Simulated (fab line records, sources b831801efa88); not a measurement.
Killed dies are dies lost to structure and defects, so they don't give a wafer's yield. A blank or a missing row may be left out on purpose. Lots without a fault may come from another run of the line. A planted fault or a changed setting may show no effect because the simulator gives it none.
Problem report in the 8D (eight disciplines) form, filled by code | flow gf180mcu | the parts of the form that need people (team, actions taken, sign-off) are left out

1. THE PROBLEM
cd_nm at GF_CONTACT_CD_MEAS_14 reads a mean of 188.9 nm on 2 wafers of 2 lots; wafers without a fault read 219.7 nm with a standard deviation of 1.4. That is -22 standard deviations from the usual mean.
The step: target cd 220 nm.
First seen on wafer L785.6, day 17 15:56, on cd_sem-02. The record holds 35 wafers of 12 lots with a number at this step. Rule for "out", or "out of limits": more than 4 standard deviations from the usual mean. The other wafers with a number count as sound.

2. WHAT IT IS AND WHAT IT IS NOT
question                    | is                   | is not
which readings at this step | cd_nm                | -
which lots                  | L785, L786           | L782, L783, L793, L795, L796, L797, L798, L799, L802, L803
which wafers of those lots  | L785.6, L786.6       | L785.1, L785.2, L786.5
read on which gauges        | cd_sem-01, cd_sem-02 | -
when                        | from day 17 15:56    | up to then (8 sound wafers); but 25 sound wafers of L786, L793, L795, L796, L797, L798, L799, L802, L803 came after

3. SUSPECTS, AND WHAT RULES EACH OUT
Counting: a tool at a process step up to the reading stays a suspect if it ran every lot that is out. Sound lots after the first of them don't rule it out here, since some wafers of a struck lot are sound.
- the gauge at GF_CONTACT_CD_MEAS_14: ruled out. The wafers that are out were read on 2 gauges (cd_sem-01, cd_sem-02).
- rtp_anneal-02 at GF_SALICIDE_RTA_08 (time 30 s): kept. It ran every lot that is out, first L785 (day 16 16:49); its last sound lot up to then is L783 (day 16 02:40).
- krf_scanner-01 at GF_CONTACT_EXPOSE_11 (exposes mask Contact, target cd 220 nm): kept. It ran every lot that is out, first L785 (day 17 04:52); its last sound lot up to then is L783 (day 16 14:34).
Left after counting: rtp_anneal-02 at GF_SALICIDE_RTA_08, krf_scanner-01 at GF_CONTACT_EXPOSE_11.

4. THE CAUSE (what the simulator had put in)
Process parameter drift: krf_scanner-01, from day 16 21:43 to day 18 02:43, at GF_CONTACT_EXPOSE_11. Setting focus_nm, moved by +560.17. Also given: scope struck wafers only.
Counting left 2 suspects, and this tool is among them.

5. THE CHAIN OF EFFECTS, in route order
Each row: a reading whose mean over the struck wafers that have a number lies more than 3 standard deviations from the usual. Only readings for which the record gives a usual standard deviation are gone through. hours: the time from each lot's start at the first step in this table that gives one to its start at this step, as a median over the lots. sigmas: the change in usual standard deviations.
hours | step                    | reading            | usual    | on struck wafers | change | sigmas
0     | GF_CONTACT_CD_MEAS_14   | cd_nm              | 219.7 nm | 188.9            | -30.8  | -22
305   | GF_PASSIVATION_PROBE_99 | killed_at_contacts | 5.5      | 72.0             | +66.5  | +24
305   | GF_PASSIVATION_PROBE_99 | killed_dies        | 47       | 113              | +66    | +10
305   | GF_PASSIVATION_PROBE_99 | killed_on_rim      | 9.3      | 47.0             | +37.7  | +13
The process steps in it:
- GF_PASSIVATION_PROBE_99

6. WHAT WOULD HAVE CAUGHT IT SOONER
In this record the first reading out of limits at a measuring or inspecting step was taken at day 17 15:56, 18 hours after the fault began at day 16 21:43.
Of the tool readings at GF_CONTACT_EXPOSE_11 for which the record gives a usual standard deviation, none was out on any struck wafer, so an alarm limit of 4 standard deviations on them would not have fired.
Of the lots that are out (2), L786 began GF_CONTACT_EXPOSE_11 on krf_scanner-01 after day 17 15:56. A hold on the tool at that time would have spared it.
